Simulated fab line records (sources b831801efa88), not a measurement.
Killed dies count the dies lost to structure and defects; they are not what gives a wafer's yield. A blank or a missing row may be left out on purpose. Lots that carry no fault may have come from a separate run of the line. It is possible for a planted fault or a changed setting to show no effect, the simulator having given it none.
fab line records	flow sky130
record: lots: 12	wafers: 36	lastDay: 50
route steps=708 shown SONOS_ONO@181 LI_CONTACT@377 LOCAL_INTERCONNECT@387 METAL2@487 PAD_OPEN@708
lots that met no fault: from a run of the same line without faults
startH: the number of hours between the record's first day and the start of the first shown wafer of the lot	waitH: hours since the lot's step before	" the same as in the row above	L1.1+2: a row that stands for several wafers	- value missing, or start not given	* or withheld: withheld	< > ~ a bound
route shown NAME@n: names a module that has steps shown in the file, with the first one's number in the route	usual: average and standard deviation across the fault-free wafers	same: alike in all rows	chamber/n: place in a boat	sites: each site's reading	_std_site: their standard deviation	_edge_site: inner sites' mean taken away from outer sites' mean	radiusMm: for every site, how far away it sits from the centre of the wafer	mask NAME#n: copy n	behind: the last tool/chamber to shape the wafer	hold: cause of the lot's hold/its duration in hours/its outcome	device: the transistor (n, p or np) that didn't switch	end of line: the route-end tests of the same wafers	a step without rows: its recipe alone	killed: dies lost to structure and defects at the first sort, not the wafer's yield	map: shows each die of a wafer: x if killed, . if not, _ if none is there
set.NAME: the setting the step ran with; set.NAME@STEP: the setting that earlier step ran with	model.NAME: the simulator's own value behind a step, which no gauge read
steps of the route over a sample of lots; a table a step, a row a wafer
services: when a tool's chamber went out of use (startH, in hours from the record's first day, below 0 if earlier), for how many hours, and the reason
== steps ==
step: SKY_SONOS_ONO_CD_MEAS_13
recipe: targetCdNm: 410
usual: cdNm: 409.4/2.4
lot.wafer	tool	chamber	startH	waitH	cdNm
L222.3	cdSem-01	-	294.85	0.1	411.4
L222.4	"	-	"	"	412.9
L222.6	"	-	"	"	410.3
L221.3	cdSem-02	-	297.05	0.1	409.6
L221.4	"	-	"	"	409.2
L221.6	"	-	"	"	408.8
L226.1	cdSem-01	-	314.00	0.1	411.1
L226.3	"	-	"	"	410.0
L226.4	"	-	"	"	409.9
L229.1	cdSem-01	-	344.00	0.1	410.3
L229.4	"	-	"	"	410.4
L229.5	"	-	"	"	410.3
L231.1	cdSem-02	-	368.54	0.1	413.3
L231.4	"	-	"	"	410.8
L231.6	"	-	"	"	412.1
L233.1	cdSem-02	-	377.06	0.1	405.9
L233.4	"	-	"	"	407.3
L233.5	"	-	"	"	405.6
L234.2	cdSem-01	-	382.48	0.1	409.2
L234.4	"	-	"	"	407.2
L234.6	"	-	"	"	408.0
L238.2	cdSem-01	-	420.67	0.1	409.4
L238.3	"	-	"	"	410.1
L238.6	"	-	"	"	408.3
L239.1	cdSem-01	-	429.09	0.1	407.8
L239.5	"	-	"	"	406.3
L239.6	"	-	"	"	408.8
L241.2	cdSem-02	-	443.38	0.1	410.3
L241.4	"	-	"	"	409.5
L241.6	"	-	"	"	411.7
L242.2	cdSem-01	-	456.01	0.1	411.6
L242.4	"	-	"	"	412.4
L242.5	"	-	"	"	413.8
L244.1	cdSem-01	-	461.95	0.1	408.4
L244.4	"	-	"	"	409.1
L244.5	"	-	"	"	410.7
step: SKY_LI_CONTACT_ETCH_15
recipe: target: PSG	chemistry: C4F8/O2/Ar	stopOn: Si	taperDeg: 4.15	maskMaterial: KrF-thick	sourceW: 1500	biasW: 1200	pressureMtorr: 40	c4f8FlowSccm: withheld	O2_flow_sccm: 6	Ar_flow_sccm: 300	timeS: withheld	targetDepthA: 6000
usual: biasW: 1199/3.5	oesProductAu: 0.837/0.0052
lot.wafer	tool	chamber	startH	waitH	biasW	oesProductAu
L221.3	rieDiel-04	0	694.05	0.0	1197	0.840
L221.4	"	2	"	"	1198	0.832
L221.6	"	1	"	"	1197	0.844
L222.3	rieDiel-03	1	697.14	0.0	1202	0.832
L222.4	"	3	"	"	1198	0.841
L222.6	"	2	"	"	1199	0.836
L226.1	rieDiel-04	1	709.19	0.0	1201	0.825
L226.3	"	3	"	"	1197	0.842
L226.4	"	2	"	"	1200	0.832
L229.1	rieDiel-01	1	748.10	0.0	1202	0.838
L229.4	"	0	"	"	1200	0.842
L229.5	"	2	"	"	1198	0.837
L231.1	rieDiel-03	0	770.38	0.0	1197	0.832
L231.4	"	1	"	"	1205	0.831
L231.6	"	3	"	"	1199	0.833
L233.1	rieDiel-03	1	777.68	0.0	1205	0.836
L233.4	"	2	"	"	1201	0.833
L233.5	"	3	"	"	1205	0.832
L234.2	rieDiel-01	3	780.18	0.0	1202	0.840
L234.4	"	2	"	"	1202	0.847
L234.6	"	1	"	"	1197	0.842
L238.2	rieDiel-04	2	815.65	0.0	1202	0.834
L238.3	"	3	"	"	1195	0.836
L238.6	"	3	"	"	1203	0.828
L239.1	rieDiel-01	1	821.19	0.0	1202	0.830
L239.5	"	2	"	"	1193	0.841
L239.6	"	1	"	"	1197	0.828
L241.2	rieDiel-01	1	834.14	0.0	1197	0.832
L241.4	"	0	"	"	1202	0.831
L241.6	"	2	"	"	1194	0.840
L242.2	rieDiel-04	3	841.54	0.0	1204	0.838
L242.4	"	0	"	"	1197	0.837
L242.5	"	2	"	"	1199	0.837
L244.1	rieDiel-04	0	846.63	0.0	1197	0.840
L244.4	"	3	"	"	1199	0.835
L244.5	"	1	"	"	1197	0.831
step: SKY_LOCAL_INTERCONNECT_SPUTTER_00
recipe: material: TiN	targetThkNm: 100	tempC: 300	powerW: 6500	timeS: 83.3	chamberPressurePa: 0.4
usual: throttleValvePct: 29.9/0.96
lot.wafer	tool	chamber	startH	waitH	throttleValvePct
L221.3	pvdSputter-03	-	695.17	0.2	31.0
L221.4	"	-	"	"	29.4
L221.6	"	-	"	"	30.8
L222.3	pvdSputter-03	-	698.26	0.1	29.4
L222.4	"	-	"	"	29.6
L222.6	"	-	"	"	31.5
L226.1	pvdSputter-02	-	710.31	0.2	31.5
L226.3	"	-	"	"	30.1
L226.4	"	-	"	"	28.1
L229.1	pvdSputter-03	-	749.22	0.2	31.3
L229.4	"	-	"	"	29.2
L229.5	"	-	"	"	29.1
L231.1	pvdSputter-03	-	771.50	0.1	31.2
L231.4	"	-	"	"	29.0
L231.6	"	-	"	"	29.2
L233.1	pvdSputter-03	-	778.80	0.1	29.7
L233.4	"	-	"	"	29.2
L233.5	"	-	"	"	31.2
L234.2	pvdSputter-03	-	781.34	0.1	29.1
L234.4	"	-	"	"	29.7
L234.6	"	-	"	"	30.9
L238.2	pvdSputter-03	-	816.78	0.1	29.3
L238.3	"	-	"	"	31.0
L238.6	"	-	"	"	31.2
L239.1	pvdSputter-03	-	822.31	0.1	29.7
L239.5	"	-	"	"	28.8
L239.6	"	-	"	"	29.3
L241.2	pvdSputter-02	-	835.26	0.1	29.9
L241.4	"	-	"	"	31.4
L241.6	"	-	"	"	29.9
L242.2	pvdSputter-03	-	842.66	0.2	30.9
L242.4	"	-	"	"	29.1
L242.5	"	-	"	"	29.8
L244.1	pvdSputter-03	-	847.75	0.1	29.7
L244.4	"	-	"	"	31.1
L244.5	"	-	"	"	28.9
step: SKY_METAL2_SPUTTER_04
recipe: material: TiN	targetThkNm: 70	powerW: 6500	timeS: 58.3	chamberPressurePa: 0.4
usual: throttleValvePct: 29.9/0.93
lot.wafer	tool	chamber	startH	waitH	throttleValvePct
L221.3	pvdSputter-03	-	810.46	0.0	31.5
L221.4	"	-	"	"	29.2
L221.6	"	-	"	"	29.7
L222.3	pvdSputter-03	-	814.06	0.0	29.0
L222.4	"	-	"	"	31.3
L222.6	"	-	"	"	29.1
L226.1	pvdSputter-01	-	825.00	0.0	30.6
L226.3	"	-	"	"	28.6
L226.4	"	-	"	"	30.8
L229.1	pvdSputter-03	-	860.34	0.0	29.3
L229.4	"	-	"	"	28.9
L229.5	"	-	"	"	30.8
L231.1	pvdSputter-02	-	881.69	0.0	30.5
L231.4	"	-	"	"	29.9
L231.6	"	-	"	"	30.0
L233.1	pvdSputter-03	-	888.77	0.0	29.8
L233.4	"	-	"	"	29.0
L233.5	"	-	"	"	29.4
L234.2	pvdSputter-03	-	890.57	0.0	29.8
L234.4	"	-	"	"	29.3
L234.6	"	-	"	"	29.3
L238.2	pvdSputter-03	-	924.35	0.0	31.3
L238.3	"	-	"	"	29.8
L238.6	"	-	"	"	30.8
L239.1	pvdSputter-01	-	927.86	0.0	30.5
L239.5	"	-	"	"	28.8
L239.6	"	-	"	"	30.7
L241.2	pvdSputter-02	-	941.71	0.0	31.4
L241.4	"	-	"	"	30.2
L241.6	"	-	"	"	31.4
L242.2	pvdSputter-01	-	948.02	0.0	31.1
L242.4	"	-	"	"	30.6
L242.5	"	-	"	"	30.8
L244.1	pvdSputter-01	-	953.72	0.0	30.5
L244.4	"	-	"	"	30.7
L244.5	"	-	"	"	28.7
step: SKY_METAL2_THK_MEAS_06
recipe: thkMeasGauge: xrf	reads: AlCu_of_METAL2_SPUTTER_02
usual: METAL2_ALCU_THK: 251.9/2.9
lot.wafer	tool	chamber	startH	waitH	METAL2_ALCU_THK[nm]
L221.3	filmMetro-02	-	810.65	0.1	255.5
L221.4	"	-	"	"	251.3
L221.6	"	-	"	"	250.9
L222.3	filmMetro-02	-	814.25	0.1	250.3
L222.4	"	-	"	"	255.8
L222.6	"	-	"	"	251.8
L226.1	filmMetro-03	-	825.17	0.1	252.1
L226.3	"	-	"	"	253.5
L226.4	"	-	"	"	253.3
L229.1	filmMetro-02	-	860.51	0.1	249.5
L229.4	"	-	"	"	251.9
L229.5	"	-	"	"	257.4
L231.1	filmMetro-02	-	881.86	0.1	248.6
L231.4	"	-	"	"	252.8
L231.6	"	-	"	"	250.4
L233.1	filmMetro-02	-	888.94	0.1	248.0
L233.4	"	-	"	"	252.0
L233.5	"	-	"	"	250.1
L234.2	filmMetro-01	-	890.75	0.1	254.5
L234.4	"	-	"	"	252.4
L234.6	"	-	"	"	253.7
L238.2	filmMetro-02	-	924.53	0.1	265.9
L238.3	"	-	"	"	255.8
L238.6	"	-	"	"	268.6
L239.1	filmMetro-03	-	928.03	0.1	252.1
L239.5	"	-	"	"	256.5
L239.6	"	-	"	"	253.9
L241.2	filmMetro-01	-	941.89	0.1	246.3
L241.4	"	-	"	"	251.2
L241.6	"	-	"	"	247.8
L242.2	filmMetro-01	-	948.20	0.1	254.8
L242.4	"	-	"	"	257.3
L242.5	"	-	"	"	254.5
L244.1	filmMetro-03	-	953.89	0.1	253.8
L244.4	"	-	"	"	251.3
L244.5	"	-	"	"	253.4
step: SKY_PAD_OPEN_PROBE_99
usual: defectLimitedYield: 82.3/2	killed_at_M0_to_M3: 43/7.3	killed_at_M4_up: 3.1/1.7	killedAtContacts: 25/5.3	killedAtFrontEnd: 15/4.3	killedAtOther: 0.2/0.54	killedDies: 87/10	killedOpen: 48/7.6	killedShort: 38/6.1	sort_bin_3_pad_short: 0.9/0.42	sort_bin_5_function: 10.5/1.5	sort_bin_6_memory: 6.3/1.2	sortNPass: 405/10	sortYieldPct: 82.3/2
same: grossDies: 492	killedAtBackSide: 0	sort_bin_4_leakage[%]: 0	sort_bin_8_speed[%]: 0
lot.wafer	tool	chamber	startH	waitH	defectLimitedYield[%]	killed_at_M0_to_M3	killed_at_M4_up	killedAtContacts	killedAtFrontEnd	killedAtOther	killedDies	killedOpen	killedShort	sort_bin_3_pad_short[%]	sort_bin_5_function[%]	sort_bin_6_memory[%]	sortNPass	sortYieldPct[%]
L234.6	prober-01	-	1152.09	0.2	83.5	40	1	23	17	0	81	55	26	1.0	10.0	5.5	411	83.5
killed by level:class
L234.6 VIA1:geometricParticle:open=10 CONTACT:geometricParticle:open=10 VIA3:geometricParticle:open=9 METAL1:geometricParticle:short=8 POLY_GATE:geometricParticle:open=6 VIA2:geometricParticle:open=6 LI_CONTACT:geometricParticle:open=5 LI_CONTACT:geometricParticle:short=4
== services ==
tool	chamber	startH	hours	kind
pvdSputter-01	-	683.82	6.4	repair
pvdSputter-01	-	683.99	1.8	repair
rieDiel-01	-	686.03	0.4	repair
rieDiel-04	3	687.10	15.2	repair
rieDiel-03	1	699.07	4.7	repair
rieDiel-03	3	702.97	3.6	repair
rieDiel-01	1	712.14	5.8	repair
rieDiel-01	2	782.08	-	clean
rieDiel-01	2	782.08	15.9	scheduledDown
rieDiel-01	2	782.08	15.9	ventCycle
rieDiel-04	0	783.14	2.5	repair
rieDiel-04	1	783.30	9.6	repair
rieDiel-04	0	787.46	46.7	repair
rieDiel-01	-	827.18	2.8	pm
rieDiel-04	-	843.61	1.6	repair
rieDiel-03	1	858.35	1.2	repair
rieDiel-04	2	867.99	9.0	repair
rieDiel-03	3	868.54	2.5	repair
pvdSputter-03	-	869.83	7.2	repair
rieDiel-04	1	873.05	6.6	repair
rieDiel-04	2	884.98	3.1	repair
rieDiel-01	3	930.88	8.6	repair
== key ==
firstSign: step: SKY_METAL2_THK_MEAS_06	reading: METAL2_ALCU_THK	direction: up	sigmas: 5.3	usual: 251.9	struck: 267.3
effect none on later readings
metAt SKY_METAL2_SPUTTER_04
struckLots L238
struckWafers L238.2,L238.6
notActingAt SKY_SONOS_ONO_CD_MEAS_13,SKY_LI_CONTACT_ETCH_15,SKY_LOCAL_INTERCONNECT_SPUTTER_00
onsetBetween 890.57 924.35
fault: kind: processParameterDrift	tool: pvdSputter-03	chamber: -	onsetH: 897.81	steps: SKY_METAL2_SPUTTER_04	channel: targetThkNm	offset: -17.096	shape: step	endH: 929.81	scope: struckWafersOnly	actsIn: theseRecipesOnly	stated: 70
